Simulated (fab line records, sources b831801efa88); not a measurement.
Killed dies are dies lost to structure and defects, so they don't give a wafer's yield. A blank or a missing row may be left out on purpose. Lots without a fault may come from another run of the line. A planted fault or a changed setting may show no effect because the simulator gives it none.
fab line records | flow sky130 | part 2 of 2: steps 44 to 44 of 44
record lots=6 wafers=18 last_day=50
route steps=708 shown FIELD_ISO@17 NWELL@32 DNWELL@35 PWDE@45 SALICIDE@361 PAD_OPEN@708
lots that met no fault: from a run of the same line without faults
start_h: hours from the record's first day to the start of the lot's first wafer shown | wait_h: hours since the lot's step before | " the same as in the row above | L1.1+2: a row that stands for several wafers | - no value, or no start given | * or withheld: withheld | < > ~ a bound
route shown NAME@n: a module of which the file shows steps, and the number in the route of the first | usual: mean/standard deviation of fault-free wafers | same: alike in all rows | chamber/n: place in a boat | sites: the reading at each site | _std_site: their standard deviation | _edge_site: outer sites' mean less inner sites' | radius_mm: how far each site lies from the wafer's centre | mask NAME#n: copy n | behind: the tool/chamber that last shaped the wafer | hold: why the lot was held/for how many hours/how that ended | device: the transistor (n, p or np) that didn't switch | end of line: the same wafers' tests at the end of the route | a step without rows: its recipe alone | killed: dies lost to structure and defects at the first sort, not the wafer's yield | map: a wafer's dies, x killed, . not, _ none there
set.NAME: the setting as run; set.NAME@STEP: as run at that earlier step | model.NAME: the simulator's own value behind a step, which no gauge read
lots at some steps of the route; a table a step, a row a wafer
services: from which hour (start_h, from the record's first day; less than 0 if before it) a tool's chamber was out of use, for how many hours, and why
## steps
# step SKY_PAD_OPEN_PROBE_99
# usual killed_at_M0_to_M3=43/7.5 killed_at_M4_up=3.0/1.6 killed_at_contacts=23/5.8 killed_at_front_end=14/4.8 killed_at_other=0.3/0.52 killed_dies=84/9.1 killed_open=47/7.2 killed_short=37/5.8
# same gross_dies=492 killed_at_back_side=0
# columns lot.wafer tool chamber start_h wait_h killed_at_M0_to_M3 killed_at_M4_up killed_at_contacts killed_at_front_end killed_at_other killed_dies killed_open killed_short model.etest.res_p_drift_20v.line_ohm_um model.etest.res_p_drift_20v.rs_ohm_sq model.etest.pfet_16v.r_on_ohm_um model.etest.res_nwell.rs_ohm_sq model.etest.cap_li_to_poly.c_af_um2 model.etest.cap_poly_to_well.c_af_um2 model.etest.field_p.vt_v model.etest.field_n.vt_v
L835.1 prober-01 - 1097.51 0.1 34 3 22 24 0 83 42 41 1.217e+04 1.025e+04 1.58e+04 960.7 98.77 90.17 -42.47 36.1
L835.2 prober-01 - 1097.56 0.1 50 2 23 19 0 94 44 50 1.142e+04 9581 1.492e+04 923.7 102 90.6 -40.11 35.73
L835.3 prober-01 - 1097.61 0.2 51 2 19 10 0 82 42 40 1.249e+04 1.042e+04 1.566e+04 972.7 101.9 90 -42.85 36.25
L838.4 prober-01 - 1136.12 0.2 45 0 19 21 0 85 46 39 1.18e+04 9778 1.508e+04 938.1 98.77 90.71 -41.41 36.2
L838.5 prober-01 - 1136.17 0.2 39 3 31 17 1 91 52 39 1.183e+04 9808 1.505e+04 940.6 99.32 89.47 -41.46 36.18
L838.6 prober-01 - 1136.22 0.2 51 4 21 19 0 95 55 40 1.11e+04 9272 1.47e+04 907.6 98.31 92.33 -39.4 35.13
L840.3 prober-02 - 1136.22 0.2 42 3 21 11 1 78 41 37 1.096e+04 9155 1.484e+04 920.7 93.58 97.17 -38.35 32.67
L840.5 prober-02 - 1136.32 0.2 41 6 23 12 0 82 49 33 1.124e+04 9322 1.482e+04 931.7 92.77 96.77 -38.96 33.17
L840.6 prober-02 - 1136.37 0.2 41 1 25 11 1 79 51 28 1.125e+04 9468 1.48e+04 941.6 95.07 98.04 -39.81 33.76
L842.1 prober-02 - 1143.63 0.1 37 3 18 17 0 75 43 32 1.08e+04 9156 1.503e+04 961.2 96.25 92.98 -41.79 35.82
L842.3 prober-02 - 1143.73 0.2 39 4 25 15 0 83 48 35 1.007e+04 8499 1.444e+04 908 93.48 95.78 -38.4 33.53
L842.5 prober-02 - 1143.83 0.2 35 1 26 16 1 79 44 35 1.024e+04 8649 1.464e+04 914.1 97.7 94.11 -39.31 34.24
L847.1 prober-02 - 1160.26 0.1 42 4 22 19 0 87 46 41 1.226e+04 1.03e+04 1.589e+04 1024 100.3 90.35 -44.6 36.46
L847.4 prober-02 - 1160.41 0.2 27 2 24 15 0 68 37 31 1.399e+04 1.174e+04 1.682e+04 1102 100.5 85 -47.42 36.48
L847.6 prober-02 - 1160.51 0.2 43 5 20 10 0 78 49 29 1.211e+04 1.01e+04 1.573e+04 1011 102.8 88.13 -43.82 36.24
L855.2 prober-02 - 1198.18 0.1 44 2 28 14 0 88 44 44 1.133e+04 9301 1.451e+04 909.2 99.19 94.56 -39.34 33.85
L855.4 prober-02 - 1198.28 0.2 32 3 24 16 0 75 45 30 1.185e+04 9659 1.467e+04 917.3 100 90.02 -40.4 34.62
L855.5 prober-02 - 1198.33 0.2 42 2 10 9 1 64 32 32 1.111e+04 9372 1.451e+04 910.1 97.5 92.75 -39.28 33.92
# killed by level:class
L835.1 VIA2:geometric_particle:open=8 FIELD_ISO:geometric_particle:short=7 METAL3:geometric_particle:short=6 LI_CONTACT:geometric_particle:short=6 CONTACT:geometric_particle:open=6 VIA3:geometric_particle:open=5 POLY_GATE:geometric_particle:short=4 POLY_GATE:geometric_particle:open=4
L835.2 VIA1:geometric_particle:open=12 METAL2:geometric_particle:short=8 CONTACT:geometric_particle:open=8 VIA1:geometric_particle:short=7 VIA3:geometric_particle:open=6 CONTACT:geometric_particle:short=6 POLY_GATE:geometric_particle:open=5 METAL1:geometric_particle:short=5
L835.3 VIA1:geometric_particle:open=12 VIA2:geometric_particle:open=9 VIA1:geometric_particle:short=7 METAL2:geometric_particle:short=7 CONTACT:geometric_particle:open=6 LI_CONTACT:geometric_particle:open=4 CONTACT:geometric_particle:short=4 VIA3:geometric_particle:open=4
L838.4 METAL1:geometric_particle:short=9 CONTACT:geometric_particle:open=8 VIA1:geometric_particle:open=8 VIA2:geometric_particle:open=6 POLY_GATE:geometric_particle:open=6 VIA3:geometric_particle:open=6 FIELD_ISO:geometric_particle:short=5 POLY_GATE:geometric_particle:short=5
L838.5 CONTACT:geometric_particle:open=10 VIA1:geometric_particle:open=10 LOCAL_INTERCONNECT:geometric_particle:short=7 VIA3:geometric_particle:open=7 POLY_GATE:geometric_particle:open=6 FIELD_ISO:geometric_particle:short=5 LI_CONTACT:geometric_particle:short=5 LI_CONTACT:geometric_particle:open=4
L838.6 VIA3:geometric_particle:open=13 CONTACT:geometric_particle:open=12 METAL2:geometric_particle:short=8 FIELD_ISO:geometric_particle:open=7 METAL1:geometric_particle:short=6 VIA1:geometric_particle:short=6 VIA2:geometric_particle:open=6 LI_CONTACT:geometric_particle:open=5
L840.3 VIA1:geometric_particle:open=13 LI_CONTACT:geometric_particle:open=12 VIA1:geometric_particle:short=5 METAL2:geometric_particle:short=5 VIA3:geometric_particle:short=4 METAL1:geometric_particle:short=4 VIA3:geometric_particle:open=4 FIELD_ISO:geometric_particle:short=3
L840.5 VIA3:geometric_particle:open=13 LI_CONTACT:geometric_particle:open=10 VIA1:geometric_particle:open=9 METAL2:geometric_particle:short=8 CONTACT:geometric_particle:open=6 POLY_GATE:geometric_particle:short=3 LOCAL_INTERCONNECT:geometric_particle:short=3 METAL1:geometric_particle:short=3
L840.6 LI_CONTACT:geometric_particle:open=12 VIA1:geometric_particle:open=9 VIA3:geometric_particle:open=8 VIA2:geometric_particle:open=8 VIA1:geometric_particle:short=6 CONTACT:geometric_particle:open=5 METAL2:geometric_particle:short=5 LOCAL_INTERCONNECT:geometric_particle:short=4
L842.1 VIA1:geometric_particle:open=10 LI_CONTACT:geometric_particle:open=8 POLY_GATE:geometric_particle:open=6 VIA2:geometric_particle:open=5 VIA3:geometric_particle:short=4 VIA1:geometric_particle:short=4 METAL3:geometric_particle:short=4 FIELD_ISO:geometric_particle:open=3
L842.3 VIA3:geometric_particle:open=10 LI_CONTACT:geometric_particle:open=9 VIA1:geometric_particle:open=8 CONTACT:geometric_particle:open=8 FIELD_ISO:geometric_particle:short=6 VIA1:geometric_particle:short=6 FIELD_ISO:geometric_particle:open=4 POLY_GATE:geometric_particle:open=4
L842.5 VIA1:geometric_particle:open=9 CONTACT:geometric_particle:open=7 FIELD_ISO:geometric_particle:open=5 LI_CONTACT:geometric_particle:short=5 CONTACT:geometric_particle:short=5 VIA1:geometric_particle:short=5 POLY_GATE:geometric_particle:open=4 LOCAL_INTERCONNECT:geometric_particle:short=4
L847.1 VIA3:geometric_particle:open=9 FIELD_ISO:geometric_particle:open=7 LI_CONTACT:geometric_particle:open=7 VIA1:geometric_particle:open=7 FIELD_ISO:geometric_particle:short=6 LOCAL_INTERCONNECT:geometric_particle:short=6 VIA1:geometric_particle:short=6 VIA2:geometric_particle:open=6
L847.4 CONTACT:geometric_particle:open=10 LI_CONTACT:geometric_particle:open=6 VIA2:geometric_particle:open=5 CONTACT:geometric_particle:short=5 VIA1:geometric_particle:open=5 POLY_GATE:geometric_particle:short=4 FIELD_ISO:geometric_particle:open=3 FIELD_ISO:geometric_particle:short=3
L847.6 CONTACT:geometric_particle:open=12 VIA1:geometric_particle:open=10 METAL1:geometric_particle:short=9 VIA2:geometric_particle:open=7 FIELD_ISO:geometric_particle:open=5 METAL4:geometric_particle:short=5 VIA1:geometric_particle:short=4 LI_CONTACT:geometric_particle:open=3
L855.2 VIA1:geometric_particle:open=9 VIA3:geometric_particle:open=9 CONTACT:geometric_particle:short=8 VIA1:geometric_particle:short=8 LI_CONTACT:geometric_particle:open=7 CONTACT:geometric_particle:open=6 FIELD_ISO:geometric_particle:open=5 VIA2:geometric_particle:open=5
L855.4 CONTACT:geometric_particle:open=8 VIA1:geometric_particle:open=8 LI_CONTACT:geometric_particle:open=7 VIA2:geometric_particle:open=6 METAL3:geometric_particle:short=5 FIELD_ISO:geometric_particle:open=4 POLY_GATE:geometric_particle:open=4 FIELD_ISO:geometric_particle:short=3
L855.5 VIA1:geometric_particle:open=7 VIA3:geometric_particle:open=7 METAL2:geometric_particle:short=6 CONTACT:geometric_particle:short=4 METAL1:geometric_particle:short=4 VIA2:geometric_particle:open=4 METAL3:geometric_particle:short=4 POLY_GATE:geometric_particle:open=3
## services
# columns tool chamber start_h hours kind
plasma_asher-02 - 35.54 0.4 repair
cmp-01 - 39.20 1.0 repair
cmp-01 - 64.00 4.0 pm
plasma_asher-03 - 65.92 0.9 repair
plasma_asher-02 - 84.67 2.2 repair
wet_bench-04 - 133.61 1.5 repair
plasma_asher-03 - 139.75 11.1 repair
wet_bench-01 - 166.15 5.8 repair
plasma_asher-03 - 230.72 14.6 pm
cmp-01 - 277.70 1.1 repair
cmp-01 - 300.11 5.0 pm
cmp-01 - 305.62 0.7 repair
cmp-01 - 306.11 0.9 repair
plasma_asher-02 - 307.86 1.8 repair
cmp-01 - 353.08 0.9 repair
cmp-01 - 404.00 4.0 pm
cmp-01 - 428.38 0.8 repair
wet_bench-04 - 428.47 1.1 repair
wet_bench-04 - 596.43 2.0 repair
plasma_asher-02 - 614.75 4.3 pm
plasma_asher-02 - 725.05 4.6 repair
plasma_asher-02 - 733.75 9.0 pm
plasma_asher-02 - 796.97 2.8 pm
wet_bench-04 - 821.41 48.6 pm
## key
first_sign step=SKY_FIELD_ISO_WET_ETCH_28 reading=temp_c direction=up sigmas=99+ usual=* struck=*
effect step=SKY_FIELD_ISO_WET_ETCH_28 reading=bath_heat_duty_pct direction=up sigmas=33 usual=6.7 struck=33.8
model_effect step=SKY_FIELD_ISO_WET_ETCH_28 value=SiO2_of_FIELD_ISO_CVD_24.thk_nm without=434.3 struck=414.3
model_effect step=SKY_SALICIDE_CLEAN_00 value=SiO2_of_FIELD_ISO_CVD_24.thk_nm without=358.9 struck=338.9
model_effect step=SKY_PAD_OPEN_PROBE_99 value=etest.res_p_drift_20v.line_ohm_um without=1.215e+04 struck=1.076e+04
met_at SKY_FIELD_ISO_WET_ETCH_28
struck_wafers L840.3,L840.5,L840.6,L842.1,L842.3,L842.5
tester_left_out L840,L842
onset_between 48.43 73.09
fault kind=process_parameter_drift tool=wet_bench-01 chamber=- onset_h=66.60 steps=SKY_FIELD_ISO_WET_ETCH_28 channel=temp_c offset=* shape=step end_h=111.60 acts_in=* stated=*
# tester_left_out: of these lots the tester's yield and bins aren't shown, on N5 and GAA mostly nor the transistor test; their killed dies are dies lost to structure and defects alone, not to doping, threshold or leakage, so they don't give the yield
